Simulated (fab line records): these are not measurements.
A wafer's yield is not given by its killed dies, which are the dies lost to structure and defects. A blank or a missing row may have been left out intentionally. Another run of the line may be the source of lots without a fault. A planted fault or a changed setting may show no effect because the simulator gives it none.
2 desks looking at one fault	flow gf180mcu	each desk has only its own numbers; what lay behind them comes last

FOR THE TOOL OWNER'S DESK: implanter-01
The tool's own readings at GF_MVPSD_IMPLANT_08, given as means over the sampled wafers that have a number, one for each lot that went through this tool. A lot is out of limits, marked OUT, if its mean lies more than 4 standard deviations from the usual mean; the brackets give that distance.
Columns: A = doseIonsCm2 at GF_MVPSD_IMPLANT_08, usual 1.5e+13; B = endStationPressureTorr at GF_MVPSD_IMPLANT_08, usual 5.05e-06 Torr; C = tiltDeg at GF_MVPSD_IMPLANT_08, usual -0.002 degrees
lot	first seen here	A	B	C
L446	day 5 19:03	1.5e+13	5.04e-06	0.001
L448	day 6 01:01	1.5e+13	4.93e-06	-0.006
L449	day 6 02:46	1.5e+13	5.38e-06	0.014
L450	day 6 13:25	1.5e+13	5.05e-06	0.012
L457	day 8 06:55	1.4e+13 (-29) OUT	5.43e-06	0.014
L459	day 8 17:05	1.4e+13 (-30) OUT	5.18e-06	0.006
This desk finds L457, L459 out of limits, L457 being first, at day 8 06:55 (doseIonsCm2 at GF_MVPSD_IMPLANT_08). Within limits: L446, L448, L449, L450.

AT THE METROLOGY DESK
What the gauges read for every lot (on any tool): the sampled wafers with a number, averaged. A lot is out of limits, marked OUT, if its mean lies more than 4 standard deviations from the usual mean; the brackets give that distance.
Columns: A = NWELL_OVL at GF_NWELL_OVL_MEAS_07, usual -0.6 nm; B = VT_IMPLANT_2_TW at GF_VT_IMPLANT_TW_MEAS_21, usual 1207; C = NWELL_RS at GF_VT_IMPLANT_RS_MEAS_47, usual 487.8 ohm/sq; D = MVPSD_RS at GF_VT_IMPLANT_RS_MEAS_49, usual 1169 ohm/sq
lot	first seen here	A	B	C	D
L444	day 3 11:55	0.8	1196	488.7	1168
L445	day 3 18:05	-1.0	1234	488.1	1165
L446	day 4 01:19	-2.0	1191	486.8	1167
L447	day 4 04:46	-1.2	1185	487.4	1169
L448	day 4 07:12	-1.6	1191	488.9	1165
L449	day 4 09:19	0.6	1233	488.3	1170
L450	day 4 17:40	-0.7	1188	487.5	1164
L457	day 6 06:19	-1.9	1189	487.5	1189 (+6.2) OUT
L459	day 6 16:19	-2.0	1192	487.6	1189 (+6.1) OUT
L461	day 7 04:10	1.0	1195	486.2	1164
L462	day 7 10:07	-1.5	1224	489.4	1171
L464	day 7 19:50	-2.1	1226	487.5	1170
L466	day 8 09:10	-1.4	1204	486.3	1170
L467	day 8 12:54	-1.4	1203	486.7	1167
This desk's finding: out of limits on L457, L459; first on L457, day 11 05:59 (MVPSD_RS at GF_VT_IMPLANT_RS_MEAS_49). Within limits: L444, L445, L446, L447, L448, L449, L450, L461, L462, L464, L466, L467.

TAKEN TOGETHER
An alarm could have come from the tool owner's desk at day 8 06:55, on L457, L459.
At day 11 05:59 the metrology desk could have sounded an alarm, on L457, L459.
GF_MVPSD_IMPLANT_08 was run on implanter-01 by each of the lots named.

WHAT WAS PUT IN BY THE SIMULATOR
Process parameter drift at GF_MVPSD_IMPLANT_08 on implanter-01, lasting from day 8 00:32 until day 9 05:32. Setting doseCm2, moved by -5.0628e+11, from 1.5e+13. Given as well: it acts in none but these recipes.
Shown lots that were struck: L457, L459.
Delay (hours) between the fault's onset and each desk's first out-of-limits reading: 6 at the tool owner's desk, 77 at the metrology desk.
